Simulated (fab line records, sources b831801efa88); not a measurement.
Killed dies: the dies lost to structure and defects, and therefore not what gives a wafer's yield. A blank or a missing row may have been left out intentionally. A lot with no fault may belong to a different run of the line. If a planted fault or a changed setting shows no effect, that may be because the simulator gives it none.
fab line records	flow gf180mcu
record lots=5	wafers=23
route steps=602 shown V4@492 MIM@512 V5@552 TOP_METAL@576
start-h: hours from the record's first day to the start of the lot's first wafer shown	wait-h: how many hours have passed since the lot's step before this one	" unchanged from the row above	L1.1+2: a row that stands for several wafers	- no value, or no start was given	* or withheld: withheld	< > ~ a bound
route shown NAME@n: names a module that has steps shown in the file, with the first one's number in the route	usual: mean/standard deviation taken from wafers without a fault	same: alike in all rows	chamber/n: place in a boat	sites: the reading at each site	_std_site: the values' standard deviation	_edge_site: the outer-site mean with the inner-site mean subtracted	radius-mm: for every site, how far away it sits from the centre of the wafer	mask NAME#n: copy n	behind: tool/chamber where the wafer was last shaped	hold: the reason the lot was held/the length of the hold in hours/how it ended	device: whichever transistor did not switch (one of n, p or np)	end of line: the same wafers' tests at the end of the route	for a step that has no rows: nothing shown but its recipe	killed: dies that structure and defects cost at the first sort, which is not the same as the wafer's yield	map: shows each die of a wafer: x if killed, . if not, _ if none is there
set.NAME: the run value of the setting; set.NAME@STEP: its run value at that earlier step	model.NAME: the simulator's own value behind a step, which no gauge read
one table per step and one row per wafer, for lots whose settings were changed on purpose
## steps
# step GF_V4_ETCH_16
# recipe chemistry=N2/H2	target-depth-a=withheld	overetch-a=withheld	time-s=withheld	target=BARC	ion-energy-ev=200	source-w=500	bias-w=100	pressure-mtorr=30	n2-flow-sccm=100	h2-flow-sccm=200
lot.wafer	tool	chamber	start-h	wait-h	set.ion-energy-ev
L074.1+2+3+5+6	rie-diel-01	2,3,1,1,2	548.64	0.0	200
L076.1+3+6	rie-diel-01	0,3,3	570.96	0.0	200
L080.1+3+4	rie-diel-03	2,0,1	627.92	0.0	181.3
L080.2+5	"	3,1	"	"	200
L082.1+2+3	rie-diel-01	3,0,2	636.12	0.0	189.7
L082.4+6	"	1,2	"	"	200
L083.1+4+5	rie-diel-03	0,2,1	642.81	0.0	179.3
L083.3+6	"	1,2	"	"	200
# step GF_V4_ETCH_17
# recipe chemistry=C4F8/O2/Ar	mask-material=KrF	target=SiO2	stop-on=TiN	source-w=1500	bias-w=1200	pressure-mtorr=40	c4f8-flow-sccm=withheld	O2_flow_sccm=6	Ar_flow_sccm=300	time-s=withheld	target-depth-a=6300
# step GF_V4_STRIP_18
# recipe chemistry=O2/N2	power-w=1400	pressure-mtorr=1500	platen-temp-c=250	o2-flow-sccm=3000	n2-flow-sccm=300	overash-fraction=0.5
# usual oes-product-au=0.592/0.0048
lot.wafer	tool	chamber	start-h	wait-h	set.resist-thk-nm@V4_COAT_09	oes-product-au
L074.1	plasma-asher-03	0	548.77	-	1000	0.592
L074.2	"	1	"	"	1000	0.589
L074.3	"	1	"	"	1000	0.600
L074.5	"	0	"	"	1000	0.593
L074.6	"	1	"	"	1000	0.587
L076.1	plasma-asher-03	1	571.09	-	1000	0.595
L076.3	"	0	"	"	1000	0.595
L076.6	"	1	"	"	1000	0.590
L080.1	plasma-asher-01	0	628.05	-	1049	0.612
L080.2	"	1	"	"	1000	0.595
L080.3	"	1	"	"	1000	0.594
L080.4	"	0	"	"	1049	0.619
L080.5	"	0	"	"	1000	0.595
L082.1	plasma-asher-03	1	636.25	-	1000	0.604
L082.2	"	0	"	"	1000	0.590
L082.3	"	1	"	"	1000	0.599
L082.4	"	0	"	"	1000	0.596
L082.6	"	0	"	"	1000	0.594
L083.1	plasma-asher-01	1	642.94	-	1000	0.591
L083.3	"	1	"	"	966.1	0.579
L083.4	"	0	"	"	1000	0.599
L083.5	"	1	"	"	966.1	0.579
L083.6	"	0	"	"	1000	0.593
# step GF_V4_SPUTTER_22
# recipe material=TiN	target-thk-nm=10	chamber-pressure-pa=5	power-w=4000	time-s=40
lot.wafer	tool	chamber	start-h	wait-h	set.time-s	model.TiN_of_V4_SPUTTER_22.thk-nm
L074.1	pvd-sputter-04	-	549.36	0.0	40	9.967
L074.2	"	-	"	"	40	10.04
L074.3	"	-	"	"	40	9.931
L074.5	"	-	"	"	40	9.911
L074.6	"	-	"	"	40	9.762
L076.1	pvd-sputter-04	-	571.69	0.0	40	10.08
L076.3	"	-	"	"	40	10.1
L076.6	"	-	"	"	40	10
L080.1	pvd-sputter-03	-	628.65	0.0	40	10.05
L080.2	"	-	"	"	42.94	10.75
L080.3	"	-	"	"	42.94	10.46
L080.4	"	-	"	"	40	10.16
L080.5	"	-	"	"	40	9.887
L082.1	pvd-sputter-04	-	636.84	0.0	34.51	8.494
L082.2	"	-	"	"	40	9.945
L082.3	"	-	"	"	40	10.04
L082.4	"	-	"	"	34.51	8.775
L082.6	"	-	"	"	34.51	8.746
L083.1	pvd-sputter-04	-	643.60	0.0	40	10.12
L083.3	"	-	"	"	40	9.861
L083.4	"	-	"	"	37.47	9.442
L083.5	"	-	"	"	37.47	9.541
L083.6	"	-	"	"	37.47	9.483
# step GF_MIM_SPUTTER_09
# recipe material=TiN	target-thk-nm=35	power-w=6500	time-s=29.2	chamber-pressure-pa=0.4
lot.wafer	tool	chamber	start-h	wait-h	set.power-w	model.TiN_of_MIM_SPUTTER_09.thk-nm
L074.1	pvd-sputter-02	-	550.38	0.0	6500	35.41
L074.2	"	-	"	"	6500	35.51
L074.3	"	-	"	"	6167	33.46
L074.5	"	-	"	"	6500	35.61
L074.6	"	-	"	"	6167	33.78
L076.1	pvd-sputter-02	-	572.96	0.0	6500	34.96
L076.3	"	-	"	"	6500	34.95
L076.6	"	-	"	"	6500	34.97
L080.1	pvd-sputter-02	-	629.66	0.0	7236	38.92
L080.2	"	-	"	"	6500	34.97
L080.3	"	-	"	"	7236	38.93
L080.4	"	-	"	"	6500	34.88
L080.5	"	-	"	"	7236	39.11
L082.1	pvd-sputter-03	-	637.85	0.0	6157	33.33
L082.2	"	-	"	"	6157	33.06
L082.3	"	-	"	"	6500	34.88
L082.4	"	-	"	"	6500	34.71
L082.6	"	-	"	"	6500	34.9
L083.1	pvd-sputter-02	-	644.76	0.0	6500	34.88
L083.3	"	-	"	"	6908	37.44
L083.4	"	-	"	"	6908	37.31
L083.5	"	-	"	"	6500	35.27
L083.6	"	-	"	"	6908	37.33
# step GF_MIM_COAT_14
# recipe resist=NOVOLAK	spin-rpm=3000	resist-thk-nm=1000
lot.wafer	tool	chamber	start-h	wait-h	set.resist-thk-nm	model.NOVOLAK_of_MIM_COAT_14.thk-nm
L074.1	litho-track-03	0	560.91	0.1	1000	1004
L074.2	"	0	"	"	970.1	972.1
L074.3+6	"	0	"	"	1000	-
L074.5	"	0	"	"	970.1	973.3
L076.1	litho-track-03	0	583.11	0.1	1000	1001
L076.3	"	0	"	"	1000	1007
L076.6	"	0	"	"	1000	1005
L080.1	litho-track-02	0	640.18	0.1	982.9	-
L080.2	"	0	"	"	982.9	983.1
L080.3+5	"	0	"	"	1000	-
L080.4	"	0	"	"	1000	998.6
L082.1	litho-track-02	0	647.48	0.1	1059	-
L082.2	"	0	"	"	1000	-
L082.3	"	0	"	"	1000	999.7
L082.4	"	0	"	"	1059	1057
L082.6	"	0	"	"	1000	998.8
L083.1	litho-track-04	0	653.63	0.1	1023	1022
L083.3+4	"	0	"	"	1023	-
L083.5	"	0	"	"	1000	999.8
L083.6	"	0	"	"	1000	-
# step GF_MIM_SOFTBAKE_15
# recipe temp-c=90	time-s=60	resist=NOVOLAK
# step GF_MIM_EXPOSE_16
# recipe mask-id=FuseTop	target-cd-nm=2000	na=0.6	source-shape=conventional	sigma-outer=0.6	dose-mj=140
# step GF_MIM_PEB_17
# recipe temp-c=withheld	time-s=*	resist=NOVOLAK
# step GF_MIM_DEVELOP_18
# recipe develop-time-s=60	dev-temp-c=23
# step GF_MIM_METAL_ETCH_19
# recipe chemistry=Cl2/BCl3	mask-material=NOVOLAK	stop-on=Si3N4	target-depth-nm=324.5	pressure-mtorr=8	icp-w=800	bias-w=140	Cl2_flow_sccm=80	bcl3-flow-sccm=40	time-s=54.1
lot.wafer	tool	chamber	start-h	wait-h	set.resist-thk-nm@MIM_COAT_14	model.NOVOLAK_of_MIM_COAT_14.thk-nm
L074.1	rie-metal-03	0	572.19	0.1	1000	873.5
L074.2	"	1	"	"	970.1	843.1
L074.3+6	"	1,0	"	"	1000	-
L074.5	"	1	"	"	970.1	843.4
L076.1	rie-metal-03	1	594.29	0.1	1000	871.1
L076.3	"	0	"	"	1000	874.5
L076.6	"	1	"	"	1000	873.2
L080.1	rie-metal-03	1	650.18	0.1	982.9	-
L080.2	"	0	"	"	982.9	850.9
L080.3+5	"	0,1	"	"	1000	-
L080.4	"	1	"	"	1000	865.8
L082.1	rie-metal-04	1	657.46	0.1	1059	-
L082.2	"	0	"	"	1000	-
L082.3	"	1	"	"	1000	864.8
L082.4	"	0	"	"	1059	925.1
L082.6	"	1	"	"	1000	865.8
L083.1	rie-metal-04	1	663.83	0.1	1023	889.3
L083.3+4	"	1,0	"	"	1023	-
L083.5	"	0	"	"	1000	868.5
L083.6	"	1	"	"	1000	-
# step GF_MIM_STRIP_20
# recipe chemistry=O2/N2	power-w=1400	pressure-mtorr=1500	platen-temp-c=250	o2-flow-sccm=3000	n2-flow-sccm=300	overash-fraction=0.5
# usual strip-time-to-endpoint-s=11.21/0.044
lot.wafer	tool	chamber	start-h	wait-h	set.resist-thk-nm@MIM_COAT_14	strip-time-to-endpoint-s
L074.1	plasma-asher-01	0	572.26	0.0	1000	11.27
L074.2	"	1	"	"	970.1	10.91
L074.3	"	1	"	"	1000	11.23
L074.5	"	0	"	"	970.1	10.91
L074.6	"	1	"	"	1000	11.24
L076.1	plasma-asher-01	0	594.36	0.0	1000	11.24
L076.3	"	0	"	"	1000	11.27
L076.6	"	1	"	"	1000	11.26
L080.1	plasma-asher-04	0	650.25	0.0	982.9	10.98
L080.2	"	1	"	"	982.9	11.00
L080.3	"	1	"	"	1000	11.20
L080.4	"	0	"	"	1000	11.18
L080.5	"	1	"	"	1000	11.19
L082.1	plasma-asher-02	0	657.53	0.0	1059	11.80
L082.2	"	1	"	"	1000	11.17
L082.3	"	1	"	"	1000	11.15
L082.4	"	0	"	"	1059	11.86
L082.6	"	1	"	"	1000	11.17
L083.1	plasma-asher-01	1	663.90	0.0	1023	11.45
L083.3	"	0	"	"	1023	11.45
L083.4	"	1	"	"	1023	11.51
L083.5	"	1	"	"	1000	11.19
L083.6	"	0	"	"	1000	11.16
# step GF_V5_PEB_12
# recipe peb-temp-c=135	peb-time-s=90	resist=KrF
lot.wafer	tool	chamber	start-h	wait-h	set.peb-time-s
L074.1+2+3	litho-track-02	0	-	-	96.58
L074.5+6	"	0	"	"	90
L076.1+3+6	litho-track-03	0	-	-	90
L080.1+3+4	litho-track-01	0	-	-	90
L080.2+5	"	0	"	"	78.41
L082.1+2+4	litho-track-02	0	-	-	77.95
L082.3+6	"	0	"	"	90
L083.1+3	litho-track-03	0	-	-	77.82
L083.4+5+6	"	0	"	"	90
# step GF_V5_DEVELOP_13
# recipe develop-time-s=60	resist=KrF	dev-temp-c=21
# step GF_V5_CD_MEAS_14
# recipe target-cd-nm=260
# usual cd-nm=259.5/1.1
lot.wafer	tool	chamber	start-h	wait-h	set.peb-time-s@V5_PEB_12	cd-nm
L074.1	cd-sem-01	-	615.83	0.1	96.58	260.2
L074.2	"	-	"	"	96.58	260.0
L074.3	"	-	"	"	96.58	259.4
L074.5	"	-	"	"	90	259.4
L074.6	"	-	"	"	90	257.3
L076.1	cd-sem-01	-	637.11	0.1	90	259.0
L076.3	"	-	"	"	90	259.7
L076.6	"	-	"	"	90	258.6
L080.1	cd-sem-01	-	690.93	1.4	90	260.3
L080.2	"	-	"	"	78.41	258.4
L080.3	"	-	"	"	90	260.6
L080.4	"	-	"	"	90	261.4
L080.5	"	-	"	"	78.41	257.1
L082.1	cd-sem-01	-	695.43	0.1	77.95	253.7
L082.2	"	-	"	"	77.95	255.0
L082.3	"	-	"	"	90	257.2
L082.4	"	-	"	"	77.95	254.1
L082.6	"	-	"	"	90	257.8
L083.1	cd-sem-02	-	703.56	0.1	77.82	257.5
L083.3	"	-	"	"	77.82	257.3
L083.4	"	-	"	"	90	259.8
L083.5	"	-	"	"	90	260.4
L083.6	"	-	"	"	90	261.2
# step GF_V5_ETCH_16
# recipe chemistry=N2/H2	target-depth-a=withheld	overetch-a=withheld	time-s=withheld	target=BARC	ion-energy-ev=200	source-w=500	bias-w=100	pressure-mtorr=30	n2-flow-sccm=100	h2-flow-sccm=200
lot.wafer	tool	chamber	start-h	wait-h	set.source-w	set.peb-time-s@V5_PEB_12	model.V5.cd-nm
L074.1	rie-diel-02	1	615.99	0.0	521	*	260.3
L074.2	"	2	"	"	500	*	259.1
L074.3	"	0	"	"	521	*	259.6
L074.5	"	0	"	"	500	*	259.8
L074.6	"	1	"	"	500	*	257.2
L076.1	rie-diel-02	1	637.26	0.0	500	*	258.9
L076.3	"	0	"	"	500	*	259.6
L076.6	"	0	"	"	500	*	259.5
L080.1	rie-diel-03	0	691.09	0.0	476.6	*	259.7
L080.2	"	1	"	"	500	*	256.8
L080.3	"	3	"	"	476.6	*	260.4
L080.4	"	2	"	"	500	*	261.4
L080.5	"	2	"	"	500	*	257.6
L082.1	rie-diel-02	2	695.58	0.0	500	*	253.4
L082.2	"	3	"	"	471.5	*	254.2
L082.3	"	0	"	"	471.5	*	257.4
L082.4	"	1	"	"	500	*	254.3
L082.6	"	1	"	"	471.5	*	256.7
L083.1	rie-diel-01	0	703.71	0.0	500	*	257.8
L083.3	"	2	"	"	553.6	*	257.4
L083.4+5	"	3,1	"	"	500	*	260.6
L083.6	"	0	"	"	553.6	*	262.4
# step GF_V5_CVD_23
# recipe material=W	target-thk-nm=350	time-s=104.9	temp-c=400	pressure-torr=40
lot.wafer	tool	chamber	start-h	wait-h	set.pressure-torr	model.W_of_V5_CVD_23.thk-nm
L074.1	cvd-w-02	1	616.81	0.0	35.86	326.5
L074.2	"	0	"	"	35.86	329
L074.3	"	0	"	"	35.86	328
L074.5	"	1	"	"	35.86	327.7
L074.6	"	0	"	"	35.86	329.5
L076.1	cvd-w-01	1	638.05	0.0	40	352
L076.3	"	0	"	"	40	355.9
L076.6	"	1	"	"	40	353.5
L080.1	cvd-w-02	1	691.87	0.0	34.56	322.3
L080.2	"	0	"	"	34.56	329.6
L080.3+4	"	1,0	"	"	34.56	324.8
L080.5	"	0	"	"	34.56	323.3
L082.1	cvd-w-01	0	696.37	0.0	37.72	335.1
L082.2	"	1	"	"	37.72	339.6
L082.3	"	1	"	"	37.72	337.7
L082.4	"	0	"	"	37.72	339.8
L082.6	"	0	"	"	37.72	338.6
L083.1	cvd-w-02	1	704.54	0.0	36.26	331.6
L083.3	"	1	"	"	36.26	331.8
L083.4	"	0	"	"	36.26	331.3
L083.5	"	1	"	"	36.26	333.6
L083.6	"	0	"	"	36.26	331.4
# step GF_V5_RS_MEAS_24
# recipe thk-meas-gauge=four-point-probe	reads=W_of_V5_CVD_23+TiN_of_V5_SPUTTER_22+Ti_of_V5_SPUTTER_21
# usual V5_W_RS=0.327/0.0036
lot.wafer	tool	chamber	start-h	wait-h	set.pressure-torr@V5_CVD_23	V5_W_RS[ohm/sq]
L074.1	film-metro-03	-	616.92	0.1	35.86	0.351
L074.2	"	-	"	"	35.86	0.348
L074.3	"	-	"	"	35.86	0.349
L074.5	"	-	"	"	35.86	0.350
L074.6	"	-	"	"	35.86	0.347
L076.1	film-metro-02	-	638.16	0.1	40	0.326
L076.3	"	-	"	"	40	0.322
L076.6	"	-	"	"	40	0.325
L080.1	film-metro-02	-	691.99	0.1	34.56	0.357
L080.2	"	-	"	"	34.56	0.348
L080.3	"	-	"	"	34.56	0.354
L080.4	"	-	"	"	34.56	0.354
L080.5	"	-	"	"	34.56	0.355
L082.1	film-metro-01	-	696.48	0.1	37.72	0.342
L082.2	"	-	"	"	37.72	0.337
L082.3	"	-	"	"	37.72	0.340
L082.4	"	-	"	"	37.72	0.337
L082.6	"	-	"	"	37.72	0.339
L083.1	film-metro-02	-	704.65	0.1	36.26	0.346
L083.3	"	-	"	"	36.26	0.347
L083.4	"	-	"	"	36.26	0.347
L083.5	"	-	"	"	36.26	0.345
L083.6	"	-	"	"	36.26	0.347
# step GF_V5_THK_MEAS_25
# recipe thk-meas-gauge=xrf	reads=W_of_V5_CVD_23
# usual V5_W_THK=344/4.3
lot.wafer	tool	chamber	start-h	wait-h	set.pressure-torr@V5_CVD_23	V5_W_THK[nm]
L074.1	film-metro-03	-	617.04	0.1	35.86	320
L074.2	"	-	"	"	35.86	322
L074.3	"	-	"	"	35.86	322
L074.5	"	-	"	"	35.86	319
L074.6	"	-	"	"	35.86	323
L076.1	film-metro-02	-	638.28	0.1	40	350
L076.3	"	-	"	"	40	350
L076.6	"	-	"	"	40	350
L080.1	film-metro-02	-	692.11	0.1	34.56	312
L080.2	"	-	"	"	34.56	323
L080.3	"	-	"	"	34.56	317
L080.4	"	-	"	"	34.56	319
L080.5	"	-	"	"	34.56	318
L082.1	film-metro-01	-	696.60	0.1	37.72	328
L082.2	"	-	"	"	37.72	334
L082.3	"	-	"	"	37.72	330
L082.4	"	-	"	"	37.72	332
L082.6	"	-	"	"	37.72	333
L083.1	film-metro-02	-	704.77	0.1	36.26	326
L083.3	"	-	"	"	36.26	326
L083.4	"	-	"	"	36.26	327
L083.5	"	-	"	"	36.26	327
L083.6	"	-	"	"	36.26	325
# step GF_TOP_METAL_COAT_09
# recipe resist=NOVOLAK	spin-rpm=3000	resist-thk-nm=1500
lot.wafer	tool	chamber	start-h	wait-h	set.spin-rpm	model.NOVOLAK_of_TOP_METAL_COAT_09.thk-nm
L074.1	litho-track-04	0	627.68	0.1	3000	1497
L074.2+5	"	0	"	"	2815	1550
L074.3	"	0	"	"	2815	1548
L074.6	"	0	"	"	3000	1499
L076.1+3	litho-track-03	0	648.51	0.1	3000	1500
L076.6	"	0	"	"	3000	1498
L080.1+2	litho-track-04	0	701.18	0.1	3000	1495
L080.3	"	0	"	"	3000	1497
L080.4	"	0	"	"	3000	1496
L080.5	"	0	"	"	3000	1498
L082.1	litho-track-04	0	706.63	0.1	3000	1499
L082.2	"	0	"	"	3000	1504
L082.3	"	0	"	"	2879	1530
L082.4+6	"	0	"	"	2879	1535
L083.1+4	litho-track-01	0	713.96	0.1	3144	1468
L083.3	"	0	"	"	3000	1500
L083.5	"	0	"	"	3000	1495
L083.6	"	0	"	"	3144	1469
## key
split step=GF_V4_ETCH_16	setting=ion-energy-ev	stated=200	by=wafer
response none clear
split step=GF_V4_SPUTTER_22	setting=time-s	stated=40	by=wafer
response step=GF_V4_SPUTTER_22	reading=model.TiN_of_V4_SPUTTER_22.thk-nm	change=+0.0902	per=1%	r=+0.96
split step=GF_MIM_SPUTTER_09	setting=power-w	stated=6500	by=wafer
response step=GF_MIM_SPUTTER_09	reading=model.TiN_of_MIM_SPUTTER_09.thk-nm	change=+0.355	per=1%	r=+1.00
split step=GF_MIM_COAT_14	setting=resist-thk-nm	stated=1000	by=wafer
response step=GF_MIM_COAT_14	reading=model.NOVOLAK_of_MIM_COAT_14.thk-nm	change=+9.85	per=1%	r=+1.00
response step=GF_MIM_METAL_ETCH_19	reading=model.NOVOLAK_of_MIM_COAT_14.thk-nm	change=+9.98	per=1%	r=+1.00
response step=GF_MIM_STRIP_20	reading=strip-time-to-endpoint-s	change=*	per=1%	r=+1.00
split step=GF_V5_PEB_12	setting=peb-time-s	stated=90	by=wafer
response step=GF_V5_CD_MEAS_14	reading=cd-nm	change=+0.234	per=1%	r=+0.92
response step=GF_V5_ETCH_16	reading=model.V5.cd-nm	change=+0.243	per=1%	r=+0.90
split step=GF_V5_ETCH_16	setting=source-w	stated=500	by=wafer
response none clear
split step=GF_V5_CVD_23	setting=pressure-torr	stated=40	by=lot
response step=GF_V5_CVD_23	reading=model.W_of_V5_CVD_23.thk-nm	change=+2.11	per=1%	r=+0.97
response step=GF_V5_RS_MEAS_24	reading=V5_W_RS	change=-0.00216	per=1%	r=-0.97
response step=GF_V5_THK_MEAS_25	reading=V5_W_THK	change=+2.31	per=1%	r=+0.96
split step=GF_TOP_METAL_COAT_09	setting=spin-rpm	stated=3000	by=wafer
response step=GF_TOP_METAL_COAT_09	reading=model.NOVOLAK_of_TOP_METAL_COAT_09.thk-nm	change=-7.59	per=1%	r=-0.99
split outside-this-file step=GF_V4_COAT_09 setting=resist-thk-nm
# split outside-this-file: this setting was split too, and the file shows its column; the key of that split is in another file
